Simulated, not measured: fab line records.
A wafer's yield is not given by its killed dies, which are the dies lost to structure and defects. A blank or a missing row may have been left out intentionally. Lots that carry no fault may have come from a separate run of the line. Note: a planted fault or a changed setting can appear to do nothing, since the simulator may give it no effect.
Which of the tools did it?    flow sfq_line    14 lots, 40 wafers sampled, at 5 steps of a route of 325

WHAT THE GAUGES READ, wafer by wafer
SFQ_I0_BOW_MEAS_907.
lot   measured      on             I0_BOW (um)
L522  day 12 10:20  film_metro-04  3 0 11
L523  day 12 22:20  film_metro-03  -2 -4 -4
L525  day 13 13:20  film_metro-01  -11 8 7
L527  day 14 06:28  film_metro-01  7 -6 4
L528  day 14 09:40  film_metro-01  2 7 -8
L530  day 15 00:16  film_metro-03  -4 4 -3
L532  day 15 15:41  film_metro-04  -4 2 8
L534  day 16 00:50  film_metro-04  3 0 8
L535  day 16 09:17  film_metro-04  -2
L540  day 17 17:29  film_metro-01  -10 9 -2
L541  day 17 22:16  film_metro-01  12 -2 11
L543  day 18 03:20  film_metro-04  -6 4 4
L544  day 18 06:19  film_metro-01  7 -1 -6
L545  day 18 08:15  film_metro-04  10 2 0

SFQ_M1_RS_MEAS_909: measurement is done with a four-point probe.
lot   measured      on             M1_NB_RS (ohm/sq)
L522  day 16 13:33  film_metro-03  0.890 0.903 0.896
L523  day 17 14:52  film_metro-02  0.892 0.906 0.910
L525  day 18 07:40  film_metro-02  0.891 0.891 0.907
L527  day 18 14:16  film_metro-02  0.893 0.882 0.889
L528  day 19 15:28  film_metro-02  0.881 0.896 0.884
L530  day 20 07:05  film_metro-02  0.887 0.871 0.889
L532  day 20 18:01  film_metro-02  0.903 0.897 0.895
L534  day 21 15:37  film_metro-02  0.883 0.646 0.878
L535  day 22 02:29  film_metro-02  0.648
L540  day 24 06:31  film_metro-02  0.900 0.891 0.896
L541  day 24 10:07  film_metro-03  0.885 0.900 0.886
L543  day 24 16:07  film_metro-03  0.872 0.891 0.884
L544  day 24 18:29  film_metro-02  0.927 0.915 0.928
L545  day 24 22:05  film_metro-03  0.916 0.899 0.902

TOOL THAT RAN EACH LOT (tool first, then ch and the chambers of the sampled wafers, then the start)
lot   SFQ_TRILAYER_I0_VIA_ETCH_VIA_ETCH_034  SFQ_TRILAYER_I0_VIA_STRIP_STRIP_035  SFQ_TRILAYER_M1_DEP_SPUTTER_037
L522  rie_diel-04 ch 0,1,3, day 16 12:32     rie_metal-04 ch 0,1, day 16 12:39    pvd_sputter-06, day 16 13:28
L523  rie_diel-01 ch 0,1,2, day 17 13:52     rie_metal-04 ch 0,1, day 17 13:59    pvd_sputter-06, day 17 14:47
L525  rie_diel-01 ch 0,1,3, day 18 06:40     rie_metal-03 ch 0,1, day 18 06:47    pvd_sputter-05, day 18 07:35
L527  rie_diel-01 ch 1,2,3, day 18 13:16     rie_metal-01 ch 0,1, day 18 13:22    pvd_sputter-03, day 18 14:11
L528  rie_diel-04 ch 0,2, day 19 14:28       rie_metal-04 ch 0,1, day 19 14:34    pvd_sputter-03, day 19 15:23
L530  rie_diel-01 ch 1,2,3, day 20 06:04     rie_metal-04 ch 0,1, day 20 06:10    pvd_sputter-06, day 20 06:59
L532  rie_diel-04 ch 0,1,3, day 20 16:59     rie_metal-04 ch 0,1, day 20 17:06    pvd_sputter-05, day 20 17:54
L534  rie_diel-04 ch 0,1, day 21 14:35       rie_metal-01 ch 0,1, day 21 14:42    pvd_sputter-06, day 21 15:30
L535  rie_diel-01 ch 0, day 22 01:26         rie_metal-04 ch 1, day 22 01:54      pvd_sputter-06, day 22 02:22
L540  rie_diel-04 ch 0,2, day 24 05:29       rie_metal-04 ch 0,1, day 24 05:36    pvd_sputter-06, day 24 06:25
L541  rie_diel-04 ch 0,1, day 24 09:05       rie_metal-03 ch 0,1, day 24 09:12    pvd_sputter-05, day 24 10:00
L543  rie_diel-01 ch 0,1,2, day 24 15:05     rie_metal-01 ch 0,1, day 24 15:12    pvd_sputter-05, day 24 16:00
L544  rie_diel-02 ch 0,3, day 24 17:29       rie_metal-04 ch 0,1, day 24 17:36    pvd_sputter-06, day 24 18:24
L545  rie_diel-01 ch 0,1, day 24 21:05       rie_metal-04 ch 0,1, day 24 21:12    pvd_sputter-05, day 24 22:00
- SFQ_TRILAYER_I0_VIA_ETCH_VIA_ETCH_034: etches SiO2 in CHF3, stops on Nb, target depth 260 nm.
- SFQ_TRILAYER_I0_VIA_STRIP_STRIP_035: strips in O2.
- SFQ_TRILAYER_M1_DEP_SPUTTER_037: material Nb, target thk 200 nm, time 133.3 s.

AS READ BY THE TOOLS THEMSELVES (means over the sampled wafers that have a number; for cases with no such wafer, the mark the record gives instead)
SFQ_TRILAYER_I0_VIA_ETCH_VIA_ETCH_034.
lot   tool         drypump_motor_current_A (A)  oes_product_au (a.u.)
L522  rie_diel-04  5.9                          0.865
L523  rie_diel-01  6.0                          0.868
L525  rie_diel-01  5.8                          0.864
L527  rie_diel-01  6.0                          0.865
L528  rie_diel-04  5.3                          0.870
L530  rie_diel-01  6.0                          0.867
L532  rie_diel-04  5.9                          0.867
L534  rie_diel-04  5.6                          0.861
L535  rie_diel-01  5.6                          0.866
L540  rie_diel-04  5.4                          0.866
L541  rie_diel-04  5.6                          0.863
L543  rie_diel-01  6.0                          0.865
L544  rie_diel-02  6.2                          0.860
L545  rie_diel-01  5.8                          0.868

SFQ_TRILAYER_I0_VIA_STRIP_STRIP_035.
lot   tool          drypump_motor_current_A (A)  oes_product_au (a.u.)
L522  rie_metal-04  5.94                         0.999
L523  rie_metal-04  5.87                         0.993
L525  rie_metal-03  6.10                         1.001
L527  rie_metal-01  6.07                         0.997
L528  rie_metal-04  5.95                         0.989
L530  rie_metal-04  5.87                         0.994
L532  rie_metal-04  5.87                         1.003
L534  rie_metal-01  6.05                         1.005
L535  rie_metal-04  6.01                         0.988
L540  rie_metal-04  5.87                         1.008
L541  rie_metal-03  6.25                         1.001
L543  rie_metal-01  6.05                         0.997
L544  rie_metal-04  5.86                         1.004
L545  rie_metal-04  5.86                         1.011

SFQ_TRILAYER_M1_DEP_SPUTTER_037.
lot   tool            base_pressure_pa (Pa)  throttle_valve_pct (%)
L522  pvd_sputter-06  1.42e-06               31.0
L523  pvd_sputter-06  1.33e-06               30.9
L525  pvd_sputter-05  1.28e-06               30.1
L527  pvd_sputter-03  1.33e-06               30.4
L528  pvd_sputter-03  1.28e-06               30.4
L530  pvd_sputter-06  1.36e-06               30.9
L532  pvd_sputter-05  1.30e-06               30.2
L534  pvd_sputter-06  1.29e-06               31.0
L535  pvd_sputter-06  1.29e-06               29.6
L540  pvd_sputter-06  1.39e-06               30.1
L541  pvd_sputter-05  1.33e-06               30.0
L543  pvd_sputter-05  1.26e-06               30.1
L544  pvd_sputter-06  1.33e-06               30.4
L545  pvd_sputter-05  1.40e-06               30.5

THE ANSWER, worked out from the rows above alone
Rule: what is usual is taken from the lots themselves. The widest of any qualifying gaps counts: lots, ordered by their means at a reading, are off when they make up no more than a third of the lots, leave a main group of 4 or more, and stand apart from it by 3 or more times the standard deviation of that group's means. A main group is skipped when, at the precision printed for the reading in the tables above, its means are all equal. A lot without any number at a reading at which 4 lots or more have one is off too. All remaining lots with rows at the step are treated as sound. After the gauges, taken in route order, come the tools' own readings; for these a lot's mean is taken, as printed above. At the first step where some lot is off, the reading lying furthest off is the one used; lots without a number count as furthest.
Off: at SFQ_M1_RS_MEAS_909 (M1_NB_RS), L534, L535. Mean 0.896 ohm/sq and standard deviation 0.011 in the main group.
A tool fits if, at a process step before that reading, it ran every lot that is off, and no sound lot after the first of them. Those tools and the gauges at SFQ_M1_RS_MEAS_909 are tried in the same way. None of those tried fits.

WHAT THE SIMULATOR HAD INSERTED
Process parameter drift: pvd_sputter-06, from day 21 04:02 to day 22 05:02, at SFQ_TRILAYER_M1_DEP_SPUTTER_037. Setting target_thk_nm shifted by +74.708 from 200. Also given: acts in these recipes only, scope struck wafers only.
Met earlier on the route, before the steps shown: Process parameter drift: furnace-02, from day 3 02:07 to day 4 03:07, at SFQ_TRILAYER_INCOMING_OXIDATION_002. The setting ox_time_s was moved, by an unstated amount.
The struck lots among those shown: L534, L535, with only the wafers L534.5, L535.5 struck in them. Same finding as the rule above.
